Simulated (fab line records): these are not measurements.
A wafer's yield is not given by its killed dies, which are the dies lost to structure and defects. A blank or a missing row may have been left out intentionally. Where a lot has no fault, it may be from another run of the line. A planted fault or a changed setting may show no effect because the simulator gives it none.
A lot that was struck, set against a sound lot + flow sky130 + 15 out of 708 route steps
Sound: these wafers, L912.1, L912.2, L912.4. Wafers struck: L918.1, L918.2, L918.3. The cause comes at the end.
Each step with rows lists, per side, the tool, then ch with its chambers, then its first start. Under that, the readings that differ: sound wafers + struck wafers + difference of the means + sigmas: that difference in standard deviations of wafers without a fault.
alike: a reading whose means differ by less than 2 such deviations, as well as words and numbers matching on both sides. not compared: withheld readings; readings where some wafer has no value; bounds like >300 that might hide an equal value; numbers whose values overlap and for which the record gives no deviation.
A row with sigmas, a row that says differs or no value, or rows on one side alone: a step with any of these is where the two part. When numbers do not overlap yet have no deviation, they are printed without sigmas and do not part them. Lack of a reading on every wafer of one side parts them only where that side has two or more wafers.

first, 4 steps without rows for these wafers: SKY_LI_CONTACT_SOFTBAKE_08 (time 90 s); SKY_LI_CONTACT_EXPOSE_09 (exposes mask LICM1, target cd 170 nm); SKY_LI_CONTACT_PEB_10; SKY_LI_CONTACT_DEVELOP_11 (develop time 60 s).
SKY_LI_CONTACT_CD_MEAS_12: target cd 170 nm.
  sound on cd_sem-02 at day 29 11:43; struck on cd_sem-01 at day 31 11:33
  alike: cd_nm
SKY_LI_CONTACT_OVL_MEAS_13:
  sound on overlay-02 at day 29 11:50; struck on overlay-01 at day 31 11:40
  alike: LI_CONTACT_OVL
SKY_LI_CONTACT_ETCH_14: etches BARC in N2/H2, stops on SiO2, time 45.9 s, target depth 60 nm.
  sound on rie_diel-03 ch 0,2,3, day 29 11:53; struck on rie_diel-02 ch 0,2,3, day 31 11:43
  alike: drypump_motor_current_A, oes_product_au, throttle_valve_pct
  not compared: rf_hours_counter_h
SKY_LI_CONTACT_ETCH_15: etches PSG in C4F8/O2/Ar, stops on Si, target depth 600 nm.
  sound on rie_diel-03 ch 0,2,3, day 29 11:55; struck on rie_diel-02 ch 0,2,3, day 31 11:45
  alike: oes_product_au
SKY_LI_CONTACT_STRIP_16: strips in O2/N2.
  sound on plasma_asher-03 ch 0,1, day 29 12:00; struck on plasma_asher-04 ch 0,1, day 31 11:50
  alike: drypump_motor_current_A, oes_product_au, strip_time_to_endpoint_s
  not compared: rf_hours_counter_h
then, 2 steps without rows for these wafers: SKY_LI_CONTACT_CLEAN_17 (cleans in NMP, time 600 s); SKY_LI_CONTACT_PRE_CLEAN_18 (time 5.6 s).
SKY_LI_CONTACT_SPUTTER_19: material Ti, target thk 20 nm, time 106.37 s.
  sound on pvd_sputter-02 at day 29 12:18; struck on pvd_sputter-02 at day 31 12:22
  alike: throttle_valve_pct
SKY_LI_CONTACT_SPUTTER_20: material TiN, target thk 20 nm, time 80 s.
  sound on pvd_sputter-02 at day 29 12:22; struck on pvd_sputter-02 at day 31 12:27
| reading                                        | sound             | struck            | difference | sigmas |
|------------------------------------------------|-------------------|-------------------|------------|--------|
| model.TiN_of_LI_CONTACT_SPUTTER_20.thk_nm (nm) | 20.08 19.92 19.79 | 6.136 6.334 6.188 | -13.711    |        |
  alike: throttle_valve_pct
SKY_LI_CONTACT_CVD_21: deposits W, target thk 400 nm, time 120.56 s.
  sound on cvd_w-02 ch 0,1, day 29 12:26; struck on cvd_w-01 ch 0,1, day 31 12:31
  alike: heater_power_w
-- a jump in the record: the struck wafers' starts before and after are 16 days apart (it breaks off in module LI_CONTACT and resumes in module PAD_OPEN, where the first step shown is number 708 of the route) --
SKY_PAD_OPEN_PROBE_99:
  sound on prober-02 at day 45 22:58; struck on prober-02 at day 47 11:58
| reading                                 | sound             | struck            | difference | sigmas |
|-----------------------------------------|-------------------|-------------------|------------|--------|
| model.etest.licon_ndiff.rc_ohm          | 185.1 180.2 184.1 | 368 356.7 363.3   | +180       |        |
| model.etest.nfet_g5v0d10v5.r_on_ohm_um  | 1905 1858 1879    | 2074 2062 2087    | +194       |        |
| model.etest.licon_pdiff.rc_ohm          | 569.7 591.4 608.3 | 738.7 754.2 740.9 | +154.8     |        |
| model.etest.nfet_01v8.r_on_ohm_um       | 854.8 838.2 827.5 | 951.4 946.6 983.3 | +120.3     |        |
| model.etest.sonos_uncharged.r_on_ohm_um | 807.7 802.6 808.8 | 934.7 914.8 946.7 | +125.7     |        |
| model.etest.licon_poly.rc_ohm           | 155.8 152.8 160.2 | 265.8 263.3 266.3 | +108.9     |        |
| model.etest.pfet_01v8.r_on_ohm_um       | 2900 2843 2842    | 3014 3009 3097    | +178       |        |
| model.etest.pfet_g5v0d10v5.r_on_ohm_um  | 4804 4727 4739    | 4934 4851 4952    | +156       |        |
  alike: killed_at_M0_to_M3, killed_at_M4_up, killed_at_contacts, killed_at_front_end, killed_at_other, killed_dies, killed_open, killed_short

WHERE THEY PART
Nowhere in this record.

WHY: whatever the simulator had introduced
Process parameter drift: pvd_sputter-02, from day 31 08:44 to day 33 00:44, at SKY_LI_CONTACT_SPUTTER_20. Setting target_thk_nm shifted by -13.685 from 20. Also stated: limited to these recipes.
